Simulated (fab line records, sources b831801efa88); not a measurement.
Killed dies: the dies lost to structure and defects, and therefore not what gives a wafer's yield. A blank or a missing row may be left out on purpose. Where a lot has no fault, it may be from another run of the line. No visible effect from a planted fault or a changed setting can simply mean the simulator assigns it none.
2 desks looking at one fault    flow gf180mcu    only its own numbers are on each desk; what lay behind them is given at the end

== THE TOOL OWNER'S DESK: pvdSputter-04 ==
The tool's own readings at GF_M3_SPUTTER_01 (material TiN, target thk 30 nm, time 25 s): means of the sampled wafers that have a number, for each lot that ran on this tool. Marked OUT: a lot whose mean sits more than 4 standard deviations from the usual mean, which makes it out of limits; the brackets give that distance.
Columns: A = throttleValvePct at GF_M3_SPUTTER_01, usual 30.0 %
lot   first seen here  A
L429  day 20 16:36     29.5
L436  day 23 05:55     30.3
L437  day 23 12:59     29.1
L439  day 24 03:48     29.6
L442  day 25 04:01     29.5
L443  day 25 11:47     29.3
L451  day 28 02:07     29.3
This desk found nothing out of limits on any of the 7 lots.

== METROLOGY DESK ==
Lot by lot, what the gauges showed, no matter which tool ran the lot: averages of those sampled wafers that carry a number. Marked OUT: a lot whose mean sits more than 4 standard deviations from the usual mean, which makes it out of limits; the brackets give that distance.
Columns: A = PASSIVATION_CVD_00_THK at GF_PASSIVATION_THK_MEAS_01, usual 993 nm; B = PASSIVATION_CVD_02_THK at GF_PASSIVATION_THK_MEAS_03, usual 702 nm
lot   first seen here  A     B
L429  day 28 10:52     998   706
L430  day 28 16:53     1001  705
L433  day 29 11:07     982   704
L434  day 29 21:35     971   705
L436  day 30 11:07     970   711
L437  day 30 16:35     985   696
L439  day 31 05:36     994   703
L442  day 32 01:54     988   696
L443  day 32 07:55     994   696
L446  day 33 02:56     1001  697
L448  day 33 12:32     981   696
L449  day 33 23:37     1002  703
L451  day 34 07:47     991   710
This desk found nothing out of limits on any of the 13 lots.

== TAKEN TOGETHER ==
The tool owner's desk saw nothing out of limits.
Metrology desk: nothing out of limits seen.

== WHAT THE SIMULATOR HAD INSERTED ==
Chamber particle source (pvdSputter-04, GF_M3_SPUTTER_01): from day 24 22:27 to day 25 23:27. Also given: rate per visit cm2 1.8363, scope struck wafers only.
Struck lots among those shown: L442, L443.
